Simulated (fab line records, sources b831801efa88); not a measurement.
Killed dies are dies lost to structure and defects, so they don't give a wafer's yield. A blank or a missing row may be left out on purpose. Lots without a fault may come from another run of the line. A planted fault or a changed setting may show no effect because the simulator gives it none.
A struck lot beside a sound one | flow sky130 | 34 steps out of a route of 708
Sound: wafers L746.1, L746.5, L746.6. Struck: wafers L739.3, L739.5, L739.6. The cause comes at the end.
At each step with rows: each side's tool, then ch and its chambers, then its first start. Under that, the readings that differ: sound wafers | struck wafers | difference of the means | sigmas: that difference in standard deviations of wafers without a fault.
alike: readings whose means differ by less than 2 such deviations, and words and numbers that are the same on both sides. not compared: withheld readings, readings that some wafer has no value for, bounds like >300 that may hide the same value, and numbers for which the record gives no deviation and whose values overlap.
The two part at a step that has a row with sigmas, a row that says differs or no value, or rows on one side only. Numbers that don't overlap but have no deviation are shown without sigmas and don't part them. A reading that every wafer of one side lacks parts them only if that side has two wafers or more.

first, 9 steps without rows for these wafers: SKY_VIA2_DEHYDRATE_04 (time 60 s); SKY_VIA2_HMDS_05 (prime time 60 s); SKY_VIA2_COAT_06 (resist thk 60 nm); SKY_VIA2_COAT_07 (resist thk 450 nm); SKY_VIA2_SOFTBAKE_08 (time 90 s); SKY_VIA2_EXPOSE_09 (exposes mask VIM2, target cd 200 nm); SKY_VIA2_PEB_10; SKY_VIA2_DEVELOP_11 (develop time 60 s); SKY_VIA2_ETCH_14 (etches BARC in N2/H2, stops on SiO2, time 45.9 s, target depth 60 nm).
SKY_VIA2_ETCH_15: etches SiO2 in C4F8/O2/Ar, stops on TiN, target depth 546 nm, time 84 s.
  sound on rie_diel-01 ch 1,2,3, day 42 16:44; struck on rie_diel-01 ch 1,2, day 39 13:17
  alike: oes_product_au
  not compared: rf_hours_counter_h
then, 23 steps without rows for these wafers: SKY_VIA2_STRIP_16 (strips in O2/N2); SKY_VIA2_STRIP_17 (strips in post etch residue remover, time 1200 s); SKY_VIA2_CLEAN_18 (cleans in IPA, time 180 s); SKY_VIA2_CLEAN_19 (cleans in O3/DIW); SKY_VIA2_SPUTTER_20 (material TiN, target thk 20 nm, time 80 s); SKY_VIA2_CVD_21 (deposits W, target thk 420 nm, time 126.4 s); SKY_VIA2_CMP_24 (polishes, stops on SiO2, t overpolish 20 s, target thk 0 nm); SKY_METAL3_SPUTTER_00 (material Ti, target thk 15 nm, time 10 s); SKY_METAL3_SPUTTER_01 (material TiN, target thk 20 nm, time 16.7 s); SKY_METAL3_SPUTTER_02 (material AlCu, target thk 735 nm, time 39.1 s); SKY_METAL3_SPUTTER_03 (material Ti, target thk 5 nm, time 3.3 s); SKY_METAL3_SPUTTER_04 (material TiN, target thk 70 nm, time 58.3 s); SKY_CAPM_CVD_00 (deposits SiO2, target thk 15.5 nm); SKY_CAPM_SPUTTER_02 (material TiN, target thk 200 nm, time 166.7 s); SKY_CAPM_DEHYDRATE_05 (time 60 s); SKY_CAPM_HMDS_06 (prime time 60 s); SKY_CAPM_COAT_07 (resist thk 1140 nm); SKY_CAPM_SOFTBAKE_08 (time 60 s); SKY_CAPM_EXPOSE_09 (exposes mask CAPM, target cd 1000 nm); SKY_CAPM_PEB_10; SKY_CAPM_DEVELOP_11 (develop time 60 s); SKY_CAPM_METAL_ETCH_13 (etches TiN in Cl2/BCl3, stops on SiO2, target depth 220 nm, time 62.9 s); SKY_CAPM_STRIP_14 (strips in O2/N2).
-- the record jumps here: 9 days lie between the struck wafers' starts before and after (it left off in module CAPM and takes up again in module PAD_OPEN, whose first step shown is number 708 of the route) --
SKY_PAD_OPEN_PROBE_99:
  sound on prober-02, day 50 13:47; struck on prober-01, day 48 06:30
  reading                               | sound          | struck                                                                     | difference                   | sigmas
  hold                                  | - - -          | await_dispo/1.9h/release await_dispo/1.9h/release await_dispo/1.9h/release | no value on the sound wafers |
  killed_at_M0_to_M3                    | 56 34 55       | 75 74 67                                                                   | +24                          | +3
  killed_short                          | 40 40 48       | 33 31 24                                                                   | -13                          | -2
  sort_bin_3_pad_short (%)              | 0.2 0 1.6      | 3.9 5.1 4.1                                                                | +3.8                         | +9
  model.etest.tester.sort_bin_3_pct (%) | 0.2033 0 1.626 | 3.862 5.081 4.065                                                          | +3.726                       |
  alike: defect_limited_yield, killed_at_M4_up, killed_at_contacts, killed_at_front_end, killed_at_other, killed_dies, killed_open, sort_bin_5_function, sort_bin_6_memory, sort_n_pass, sort_yield_pct
  not compared: model.etest.tester.sort_n_pass, model.etest.tester.sort_yield_pct, model.etest.tester.sort_bin_5_pct

WHERE THEY PART
Only at SKY_PAD_OPEN_PROBE_99, within this record.

WHY: what the simulator had put in
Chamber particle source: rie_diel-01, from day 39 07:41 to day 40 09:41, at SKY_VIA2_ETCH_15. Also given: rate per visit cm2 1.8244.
